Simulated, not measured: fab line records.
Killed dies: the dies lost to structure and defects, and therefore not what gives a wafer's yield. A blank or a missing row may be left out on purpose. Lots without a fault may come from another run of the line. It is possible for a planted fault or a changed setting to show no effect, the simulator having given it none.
fab line records / flow sky130
record lots=5 wafers=15 last-day=49
route steps=708 shown RES_XHIGH@341 SD_N@342 PAD_OPEN@708
lots that met no fault: taken from a fault-free run of the same line
start-h: hours from the record's opening day to when the first of the lot's shown wafers began / wait-h: hours from the lot's prior step to this one / " the same as in the row above / L1.1+2: several wafers, shown together as one row / - no value present, or no start provided / * or withheld: withheld / < > ~ a bound
route shown NAME@n: a module of which the file shows steps, and the number in the route of the first / usual: mean/standard deviation of fault-free wafers / same: alike in all rows / chamber/n: place in a boat / sites: the reading at each site / _std_site: the standard deviation of these / _edge_site: the outer-site mean with the inner-site mean subtracted / radius-mm: for every site, how far away it sits from the centre of the wafer / mask NAME#n: copy n / behind: tool/chamber where the wafer was last shaped / hold: why the lot went on hold/how many hours it stayed there/how the hold came to an end / device: the transistor (n, p or np) that didn't switch / end of line: tests run on the same wafers once the route is complete / where a step has no rows: the recipe by itself / killed: count of dies lost to structure and defects at first sort (not the wafer's yield) / map: per-die view of a wafer (x killed, . not killed, _ where there is no die)
set.NAME: the setting that was run; set.NAME@STEP: the one run at that earlier step / model.NAME: the simulator's own value behind a step, which no gauge read
lots at some steps of the route; a table a step, a row a wafer
services: a tool's chamber out of use, with start hour (start-h, from the record's first day; less than 0 if before it), hours out, and reason
## steps
# step SKY_RES_XHIGH_TW_MEAS_09
# usual RES_XHIGH_TW=1641/19
lot.wafer=L770.3 tool=film-metro-02 chamber=- start-h=694.80 wait-h=0.1 RES_XHIGH_TW=1665
lot.wafer=L770.5 tool=film-metro-02 chamber=- start-h=694.80 wait-h=0.1 RES_XHIGH_TW=1661
lot.wafer=L770.6 tool=film-metro-02 chamber=- start-h=694.80 wait-h=0.1 RES_XHIGH_TW=1659
lot.wafer=L771.1 tool=film-metro-02 chamber=- start-h=704.85 wait-h=0.1 RES_XHIGH_TW=1665
lot.wafer=L771.5 tool=film-metro-02 chamber=- start-h=704.85 wait-h=0.1 RES_XHIGH_TW=1661
lot.wafer=L771.6 tool=film-metro-02 chamber=- start-h=704.85 wait-h=0.1 RES_XHIGH_TW=1663
lot.wafer=L772.1 tool=film-metro-03 chamber=- start-h=711.68 wait-h=0.1 RES_XHIGH_TW=1623
lot.wafer=L772.2 tool=film-metro-03 chamber=- start-h=711.68 wait-h=0.1 RES_XHIGH_TW=1620
lot.wafer=L772.5 tool=film-metro-03 chamber=- start-h=711.68 wait-h=0.1 RES_XHIGH_TW=1625
lot.wafer=L774.2 tool=film-metro-01 chamber=- start-h=728.89 wait-h=0.1 RES_XHIGH_TW=1642
lot.wafer=L774.3 tool=film-metro-01 chamber=- start-h=728.89 wait-h=0.1 RES_XHIGH_TW=1635
lot.wafer=L774.6 tool=film-metro-01 chamber=- start-h=728.89 wait-h=0.1 RES_XHIGH_TW=1639
lot.wafer=L776.3 tool=film-metro-02 chamber=- start-h=754.15 wait-h=0.1 RES_XHIGH_TW=1659
lot.wafer=L776.5 tool=film-metro-02 chamber=- start-h=754.15 wait-h=0.1 RES_XHIGH_TW=1663
lot.wafer=L776.6 tool=film-metro-02 chamber=- start-h=754.15 wait-h=0.1 RES_XHIGH_TW=1668
# step SKY_SD_N_DEHYDRATE_00
# recipe temp-c=200 time-s=60
# step SKY_SD_N_HMDS_01
# recipe prime-time-s=60 prime-temp-c=120
# step SKY_SD_N_COAT_02
# recipe resist=NOVOLAK spin-rpm=3000 resist-thk-nm=1140
# step SKY_SD_N_SOFTBAKE_03
# recipe temp-c=90 time-s=60 resist=NOVOLAK
# step SKY_SD_N_EXPOSE_04
# recipe mask-id=NSDM na=0.6 source-shape=conventional sigma-outer=0.6 polarization=unpolarized target-cd-nm=380 dose-mj=141
# step SKY_SD_N_PEB_05
# recipe temp-c=withheld time-s=* resist=NOVOLAK
# step SKY_SD_N_DEVELOP_06
# recipe resist=NOVOLAK developer=TMAH develop-time-s=60 dev-temp-c=23
# step SKY_SD_N_CD_MEAS_07
# recipe target-cd-nm=380
# usual cd-nm=379.9/2.4
lot.wafer=L770.3 tool=cd-sem-01 chamber=- start-h=722.98 wait-h=0.1 cd-nm=380.0
lot.wafer=L770.5 tool=cd-sem-01 chamber=- start-h=722.98 wait-h=0.1 cd-nm=379.9
lot.wafer=L770.6 tool=cd-sem-01 chamber=- start-h=722.98 wait-h=0.1 cd-nm=380.3
lot.wafer=L771.1 tool=cd-sem-02 chamber=- start-h=733.04 wait-h=0.1 cd-nm=379.2
lot.wafer=L771.5 tool=cd-sem-02 chamber=- start-h=733.04 wait-h=0.1 cd-nm=378.8
lot.wafer=L771.6 tool=cd-sem-02 chamber=- start-h=733.04 wait-h=0.1 cd-nm=378.2
lot.wafer=L772.1 tool=cd-sem-02 chamber=- start-h=739.45 wait-h=0.1 cd-nm=378.2
lot.wafer=L772.2 tool=cd-sem-02 chamber=- start-h=739.45 wait-h=0.1 cd-nm=380.2
lot.wafer=L772.5 tool=cd-sem-02 chamber=- start-h=739.45 wait-h=0.1 cd-nm=377.0
lot.wafer=L774.2 tool=cd-sem-01 chamber=- start-h=755.34 wait-h=0.1 cd-nm=380.5
lot.wafer=L774.3 tool=cd-sem-01 chamber=- start-h=755.34 wait-h=0.1 cd-nm=378.0
lot.wafer=L774.6 tool=cd-sem-01 chamber=- start-h=755.34 wait-h=0.1 cd-nm=381.0
lot.wafer=L776.3 tool=cd-sem-02 chamber=- start-h=780.93 wait-h=0.1 cd-nm=381.0
lot.wafer=L776.5 tool=cd-sem-02 chamber=- start-h=780.93 wait-h=0.1 cd-nm=381.1
lot.wafer=L776.6 tool=cd-sem-02 chamber=- start-h=780.93 wait-h=0.1 cd-nm=380.3
# step SKY_SD_N_OVL_MEAS_08
# usual SD_N_OVL=0.1/1.3
lot.wafer=L770.3 tool=overlay-02 chamber=- start-h=723.08 wait-h=0.1 SD_N_OVL[nm]=0.7
lot.wafer=L770.5 tool=overlay-02 chamber=- start-h=723.08 wait-h=0.1 SD_N_OVL[nm]=-1.3
lot.wafer=L770.6 tool=overlay-02 chamber=- start-h=723.08 wait-h=0.1 SD_N_OVL[nm]=2.0
lot.wafer=L771.1 tool=overlay-01 chamber=- start-h=733.16 wait-h=0.1 SD_N_OVL[nm]=2.9
lot.wafer=L771.5 tool=overlay-01 chamber=- start-h=733.16 wait-h=0.1 SD_N_OVL[nm]=1.5
lot.wafer=L771.6 tool=overlay-01 chamber=- start-h=733.16 wait-h=0.1 SD_N_OVL[nm]=2.9
lot.wafer=L772.1 tool=overlay-01 chamber=- start-h=739.57 wait-h=0.1 SD_N_OVL[nm]=-0.9
lot.wafer=L772.2 tool=overlay-01 chamber=- start-h=739.57 wait-h=0.1 SD_N_OVL[nm]=0.1
lot.wafer=L772.5 tool=overlay-01 chamber=- start-h=739.57 wait-h=0.1 SD_N_OVL[nm]=-1.4
lot.wafer=L774.2 tool=overlay-01 chamber=- start-h=755.45 wait-h=0.1 SD_N_OVL[nm]=-1.9
lot.wafer=L774.3 tool=overlay-01 chamber=- start-h=755.45 wait-h=0.1 SD_N_OVL[nm]=-0.7
lot.wafer=L774.6 tool=overlay-01 chamber=- start-h=755.45 wait-h=0.1 SD_N_OVL[nm]=2.9
lot.wafer=L776.3 tool=overlay-02 chamber=- start-h=781.03 wait-h=0.1 SD_N_OVL[nm]=0.5
lot.wafer=L776.5 tool=overlay-02 chamber=- start-h=781.03 wait-h=0.1 SD_N_OVL[nm]=-0.8
lot.wafer=L776.6 tool=overlay-02 chamber=- start-h=781.03 wait-h=0.1 SD_N_OVL[nm]=-1.5
# step SKY_SD_N_IMPLANT_09
# recipe species=As energy-kev=50 dose-cm2=4e+15 tilt-deg=0
# step SKY_SD_N_IMPLANT_10
# recipe species=P energy-kev=20 dose-cm2=1e+14 tilt-deg=0
# step SKY_SD_N_STRIP_11
# recipe chemistry=O2/N2 power-w=1400 pressure-mtorr=1500 platen-temp-c=withheld o2-flow-sccm=3000 n2-flow-sccm=300 overash-fraction=0.5
# usual drypump-motor-current-A=5.8/0.43 oes-product-au=0.527/0.0047 strip-time-to-endpoint-s=22.56/0.045
lot.wafer=L770.3 tool=plasma-asher-03 chamber=1 start-h=723.43 wait-h=0.1 drypump-motor-current-A=5.8 oes-product-au=0.532 rf-hours-counter-h=- strip-time-to-endpoint-s=22.55 model.NOVOLAK_of_SD_N_COAT_02.thk-nm=0
lot.wafer=L770.5 tool=plasma-asher-03 chamber=1 start-h=723.43 wait-h=0.1 drypump-motor-current-A=5.8 oes-product-au=0.526 rf-hours-counter-h=- strip-time-to-endpoint-s=22.54 model.NOVOLAK_of_SD_N_COAT_02.thk-nm=0
lot.wafer=L770.6 tool=plasma-asher-03 chamber=0 start-h=723.43 wait-h=0.1 drypump-motor-current-A=5.6 oes-product-au=0.517 rf-hours-counter-h=- strip-time-to-endpoint-s=22.52 model.NOVOLAK_of_SD_N_COAT_02.thk-nm=0
lot.wafer=L771.1 tool=plasma-asher-01 chamber=1 start-h=733.50 wait-h=0.1 drypump-motor-current-A=6.3 oes-product-au=0.526 rf-hours-counter-h=28 strip-time-to-endpoint-s=22.55 model.NOVOLAK_of_SD_N_COAT_02.thk-nm=0
lot.wafer=L771.5 tool=plasma-asher-01 chamber=1 start-h=733.50 wait-h=0.1 drypump-motor-current-A=6.3 oes-product-au=0.522 rf-hours-counter-h=- strip-time-to-endpoint-s=22.53 model.NOVOLAK_of_SD_N_COAT_02.thk-nm=0
lot.wafer=L771.6 tool=plasma-asher-01 chamber=0 start-h=733.50 wait-h=0.1 drypump-motor-current-A=4.9 oes-product-au=0.522 rf-hours-counter-h=- strip-time-to-endpoint-s=22.51 model.NOVOLAK_of_SD_N_COAT_02.thk-nm=0
lot.wafer=L772.1 tool=plasma-asher-04 chamber=1 start-h=739.91 wait-h=0.1 drypump-motor-current-A=5.4 oes-product-au=0.529 rf-hours-counter-h=93 strip-time-to-endpoint-s=22.52 model.NOVOLAK_of_SD_N_COAT_02.thk-nm=0
lot.wafer=L772.2 tool=plasma-asher-04 chamber=0 start-h=739.91 wait-h=0.1 drypump-motor-current-A=6.4 oes-product-au=0.529 rf-hours-counter-h=93 strip-time-to-endpoint-s=22.53 model.NOVOLAK_of_SD_N_COAT_02.thk-nm=0
lot.wafer=L772.5 tool=plasma-asher-04 chamber=0 start-h=739.91 wait-h=0.1 drypump-motor-current-A=6.4 oes-product-au=0.521 rf-hours-counter-h=- strip-time-to-endpoint-s=22.55 model.NOVOLAK_of_SD_N_COAT_02.thk-nm=0
lot.wafer=L774.2 tool=plasma-asher-04 chamber=1 start-h=755.78 wait-h=0.1 drypump-motor-current-A=5.5 oes-product-au=0.307 rf-hours-counter-h=94 strip-time-to-endpoint-s=- model.NOVOLAK_of_SD_N_COAT_02.thk-nm=817.2
lot.wafer=L774.3 tool=plasma-asher-04 chamber=0 start-h=755.78 wait-h=0.1 drypump-motor-current-A=6.4 oes-product-au=0.314 rf-hours-counter-h=- strip-time-to-endpoint-s=- model.NOVOLAK_of_SD_N_COAT_02.thk-nm=816.6
lot.wafer=L774.6 tool=plasma-asher-04 chamber=0 start-h=755.78 wait-h=0.1 drypump-motor-current-A=6.4 oes-product-au=0.314 rf-hours-counter-h=- strip-time-to-endpoint-s=- model.NOVOLAK_of_SD_N_COAT_02.thk-nm=818
lot.wafer=L776.3 tool=plasma-asher-01 chamber=1 start-h=781.38 wait-h=0.1 drypump-motor-current-A=6.3 oes-product-au=0.526 rf-hours-counter-h=- strip-time-to-endpoint-s=22.51 model.NOVOLAK_of_SD_N_COAT_02.thk-nm=0
lot.wafer=L776.5 tool=plasma-asher-01 chamber=1 start-h=781.38 wait-h=0.1 drypump-motor-current-A=6.3 oes-product-au=0.541 rf-hours-counter-h=- strip-time-to-endpoint-s=22.54 model.NOVOLAK_of_SD_N_COAT_02.thk-nm=0
lot.wafer=L776.6 tool=plasma-asher-01 chamber=0 start-h=781.38 wait-h=0.1 drypump-motor-current-A=4.9 oes-product-au=0.524 rf-hours-counter-h=- strip-time-to-endpoint-s=22.51 model.NOVOLAK_of_SD_N_COAT_02.thk-nm=0
# step SKY_SD_N_TW_MEAS_12
# usual SD_N_TW=3986/51
lot.wafer=L770.3 tool=film-metro-03 chamber=- start-h=723.52 wait-h=0.1 SD_N_TW=3968
lot.wafer=L770.5 tool=film-metro-03 chamber=- start-h=723.52 wait-h=0.1 SD_N_TW=3945
lot.wafer=L770.6 tool=film-metro-03 chamber=- start-h=723.52 wait-h=0.1 SD_N_TW=4001
lot.wafer=L771.1 tool=film-metro-02 chamber=- start-h=733.60 wait-h=0.1 SD_N_TW=4013
lot.wafer=L771.5 tool=film-metro-02 chamber=- start-h=733.60 wait-h=0.1 SD_N_TW=4021
lot.wafer=L771.6 tool=film-metro-02 chamber=- start-h=733.60 wait-h=0.1 SD_N_TW=4028
lot.wafer=L772.1 tool=film-metro-03 chamber=- start-h=740.01 wait-h=0.1 SD_N_TW=3937
lot.wafer=L772.2 tool=film-metro-03 chamber=- start-h=740.01 wait-h=0.1 SD_N_TW=3914
lot.wafer=L772.5 tool=film-metro-03 chamber=- start-h=740.01 wait-h=0.1 SD_N_TW=3963
lot.wafer=L774.2 tool=film-metro-02 chamber=- start-h=755.89 wait-h=0.1 SD_N_TW=4034
lot.wafer=L774.3 tool=film-metro-02 chamber=- start-h=755.89 wait-h=0.1 SD_N_TW=4027
lot.wafer=L774.6 tool=film-metro-02 chamber=- start-h=755.89 wait-h=0.1 SD_N_TW=4034
lot.wafer=L776.3 tool=film-metro-03 chamber=- start-h=781.47 wait-h=0.1 SD_N_TW=3921
lot.wafer=L776.5 tool=film-metro-03 chamber=- start-h=781.47 wait-h=0.1 SD_N_TW=3918
lot.wafer=L776.6 tool=film-metro-03 chamber=- start-h=781.47 wait-h=0.1 SD_N_TW=3935
# step SKY_PAD_OPEN_PROBE_99
# usual killed_at_M0_to_M3=43/7 killed_at_M4_up=3.4/1.9 killed-at-contacts=24/5.4 killed-at-front-end=15/4.4 killed-at-other=0.4/0.63 killed-dies=86/9.1 killed-on-rim=16/3.5 killed-open=46/6.6 killed-short=39/6.6
# same gross-dies=492 killed-at-back-side=0
lot.wafer=L771.1 tool=prober-02 chamber=- start-h=1136.46 wait-h=0.1 killed_at_M0_to_M3=40 killed_at_M4_up=1 killed-at-contacts=29 killed-at-front-end=13 killed-at-other=0 killed-dies=83 killed-on-rim=15 killed-open=46 killed-short=37
lot.wafer=L771.5 tool=prober-02 chamber=- start-h=1136.66 wait-h=0.2 killed_at_M0_to_M3=49 killed_at_M4_up=3 killed-at-contacts=30 killed-at-front-end=14 killed-at-other=0 killed-dies=96 killed-on-rim=12 killed-open=51 killed-short=45
lot.wafer=L771.6 tool=prober-02 chamber=- start-h=1136.71 wait-h=0.2 killed_at_M0_to_M3=45 killed_at_M4_up=1 killed-at-contacts=20 killed-at-front-end=22 killed-at-other=0 killed-dies=88 killed-on-rim=18 killed-open=54 killed-short=34
lot.wafer=L772.1 tool=prober-01 chamber=- start-h=1143.02 wait-h=0.1 killed_at_M0_to_M3=37 killed_at_M4_up=5 killed-at-contacts=23 killed-at-front-end=18 killed-at-other=0 killed-dies=83 killed-on-rim=18 killed-open=45 killed-short=38
lot.wafer=L774.2 tool=prober-01 chamber=- start-h=1153.32 wait-h=0.1 killed_at_M0_to_M3=46 killed_at_M4_up=2 killed-at-contacts=18 killed-at-front-end=425 killed-at-other=1 killed-dies=492 killed-on-rim=96 killed-open=33 killed-short=44
lot.wafer=L774.3 tool=prober-01 chamber=- start-h=1153.37 wait-h=0.2 killed_at_M0_to_M3=60 killed_at_M4_up=3 killed-at-contacts=20 killed-at-front-end=409 killed-at-other=0 killed-dies=492 killed-on-rim=96 killed-open=52 killed-short=42
lot.wafer=L774.6 tool=prober-01 chamber=- start-h=1153.52 wait-h=0.2 killed_at_M0_to_M3=54 killed_at_M4_up=1 killed-at-contacts=24 killed-at-front-end=412 killed-at-other=1 killed-dies=492 killed-on-rim=96 killed-open=51 killed-short=37
lot.wafer=L776.3 tool=prober-01 chamber=- start-h=1171.49 wait-h=0.2 killed_at_M0_to_M3=37 killed_at_M4_up=5 killed-at-contacts=24 killed-at-front-end=7 killed-at-other=2 killed-dies=75 killed-on-rim=13 killed-open=48 killed-short=25
lot.wafer=L776.5 tool=prober-01 chamber=- start-h=1171.59 wait-h=0.2 killed_at_M0_to_M3=36 killed_at_M4_up=3 killed-at-contacts=18 killed-at-front-end=12 killed-at-other=0 killed-dies=69 killed-on-rim=13 killed-open=42 killed-short=27
lot.wafer=L776.6 tool=prober-01 chamber=- start-h=1171.64 wait-h=0.2 killed_at_M0_to_M3=51 killed_at_M4_up=8 killed-at-contacts=30 killed-at-front-end=11 killed-at-other=0 killed-dies=100 killed-on-rim=19 killed-open=48 killed-short=52
# killed by level:class
L771.1 LI_CONTACT:geometric-particle:open=12 VIA1:geometric-particle:open=10 VIA1:geometric-particle:short=8 CONTACT:geometric-particle:open=7 VIA2:geometric-particle:open=6 METAL1:geometric-particle:short=5 CONTACT:geometric-particle:short=4 POLY_GATE:geometric-particle:open=3
L771.5 LI_CONTACT:geometric-particle:open=12 VIA2:geometric-particle:open=10 METAL1:geometric-particle:short=8 CONTACT:geometric-particle:short=6 CONTACT:geometric-particle:open=6 VIA3:geometric-particle:open=6 VIA2:geometric-particle:short=5 VIA1:geometric-particle:open=5
L771.6 VIA1:geometric-particle:open=11 VIA3:geometric-particle:open=10 CONTACT:geometric-particle:open=9 FIELD_ISO:geometric-particle:short=6 VIA2:geometric-particle:open=6 FIELD_ISO:geometric-particle:open=5 POLY_GATE:geometric-particle:open=5 VIA1:geometric-particle:short=5
L772.1 VIA1:geometric-particle:open=13 CONTACT:geometric-particle:open=8 POLY_GATE:geometric-particle:short=5 LOCAL_INTERCONNECT:geometric-particle:short=5 CONTACT:geometric-particle:short=5 METAL1:geometric-particle:short=5 FIELD_ISO:geometric-particle:open=4 VIA3:geometric-particle:open=4
L774.2 SD_N:area-rta=415 VIA1:geometric-particle:open=17 METAL2:geometric-particle:short=7 VIA1:geometric-particle:short=6 CONTACT:geometric-particle:open=5 POLY_GATE:geometric-particle:short=4 METAL1:geometric-particle:short=4 LOCAL_INTERCONNECT:geometric-particle:short=4
L774.3 SD_N:area-rta=398 VIA1:geometric-particle:open=17 METAL1:geometric-particle:short=7 VIA2:geometric-particle:open=7 METAL3:geometric-particle:short=7 LI_CONTACT:geometric-particle:open=6 VIA3:geometric-particle:open=6 FIELD_ISO:geometric-particle:short=5
L774.6 SD_N:area-rta=404 VIA1:geometric-particle:open=14 LI_CONTACT:geometric-particle:open=10 METAL1:geometric-particle:short=9 VIA2:geometric-particle:open=8 VIA1:geometric-particle:short=7 CONTACT:geometric-particle:open=5 VIA3:geometric-particle:open=5
L776.3 VIA1:geometric-particle:open=8 VIA2:geometric-particle:open=8 LI_CONTACT:geometric-particle:open=7 CONTACT:geometric-particle:short=7 CONTACT:geometric-particle:open=7 VIA3:geometric-particle:open=7 POLY_GATE:geometric-particle:open=3 METAL4:geometric-particle:short=3
L776.5 CONTACT:geometric-particle:open=10 VIA1:geometric-particle:open=8 POLY_GATE:geometric-particle:open=6 VIA2:geometric-particle:open=5 METAL1:geometric-particle:short=5 METAL2:geometric-particle:short=4 VIA3:geometric-particle:open=4 LOCAL_INTERCONNECT:geometric-particle:short=3
L776.6 CONTACT:geometric-particle:open=13 VIA1:geometric-particle:open=11 METAL2:geometric-particle:short=8 METAL1:geometric-particle:short=8 METAL4:geometric-particle:short=7 LI_CONTACT:geometric-particle:open=6 VIA1:geometric-particle:short=6 VIA3:geometric-particle:open=6
# map L774.2 (x killed, . not)
__________xxxxxxxxxx_________
________xxxxxxxxxxxxxx_______
______xxxxxxxxxxxxxxxxxx_____
_____xxxxxxxxxxxxxxxxxxxx____
____xxxxxxxxxxxxxxxxxxxxxx___
___xxxxxxxxxxxxxxxxxxxxxxxx__
__xxxxxxxxxxxxxxxxxxxxxxxxxx_
_xxxxxxxxxxxxxxxxxxxxxxxxxxxx
_xxxxxxxxxxxxxxxxxxxxxxxxxxxx
_xxxxxxxxxxxxxxxxxxxxxxxxxxxx
_xxxxxxxxxxxxxxxxxxxxxxxxxxxx
_xxxxxxxxxxxxxxxxxxxxxxxxxxxx
_xxxxxxxxxxxxxxxxxxxxxxxxxxxx
_xxxxxxxxxxxxxxxxxxxxxxxxxxxx
_xxxxxxxxxxxxxxxxxxxxxxxxxxxx
__xxxxxxxxxxxxxxxxxxxxxxxxxx_
___xxxxxxxxxxxxxxxxxxxxxxxx__
____xxxxxxxxxxxxxxxxxxxxxx___
_____xxxxxxxxxxxxxxxxxxxx____
______xxxxxxxxxxxxxxxxxx_____
________xxxxxxxxxxxxxx_______
__________xxxxxxxxxx_________
# map L772.1 (x killed, . not)
__________.xx...x..x_________
________x...........x._______
______.......x...x......_____
_____.......x...x....x...____
____...xx....x....x...x...___
___xx..x..x...........x.x..__
__............x.x.....xx...._
_x...................x..x.x..
_..........x...............x.
_......x...x..x.............x
_.......x....x....x......x...
_.x....x.......xx............
_.x.xx....xx...xx....x....x..
_...............x......x..x.x
_x..........x.......xx..x.x..
__.x....x....x.............._
___.......x....x..x.......x__
____....x..........x......___
_____....x.........xx...x____
______......x.....x...x._____
________....x...x....._______
__________..x....x.._________
## services
tool=plasma-asher-03 chamber=- start-h=733.75 hours=9.0 kind=pm
tool=plasma-asher-03 chamber=0 start-h=733.75 hours=9.0 kind=vent-cycle
tool=plasma-asher-03 chamber=1 start-h=733.75 hours=9.0 kind=vent-cycle
tool=plasma-asher-03 chamber=0 start-h=742.75 hours=- kind=clean
tool=plasma-asher-03 chamber=1 start-h=742.75 hours=- kind=clean
tool=plasma-asher-01 chamber=- start-h=755.65 hours=2.3 kind=repair
## key
first-sign step=SKY_SD_N_STRIP_11 reading=oes-product-au direction=down sigmas=46 usual=0.527 struck=0.312
effect step=SKY_PAD_OPEN_PROBE_99 reading=killed-at-front-end direction=up sigmas=91 usual=15 struck=415
model-effect step=SKY_SD_N_STRIP_11 value=NOVOLAK_of_SD_N_COAT_02.thk-nm without=0 struck=817.3
more-kills-born-at SKY_SD_N_RTA_14@rtp-anneal-02=1217
met-at SKY_SD_N_STRIP_11
struck-wafers L774.2,L774.3,L774.6
tester-left-out L774
onset-between 739.91 755.78
fault kind=strip-aborted tool=plasma-asher-04 chamber=- onset-h=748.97 steps=SKY_SD_N_STRIP_11 offset=0.70911 end-h=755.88
# tester-left-out: of these lots the tester's yield and bins aren't shown, on N5 and GAA mostly nor the transistor test; their killed dies are dies lost to structure and defects alone, not to doping, threshold or leakage, so they don't give the yield
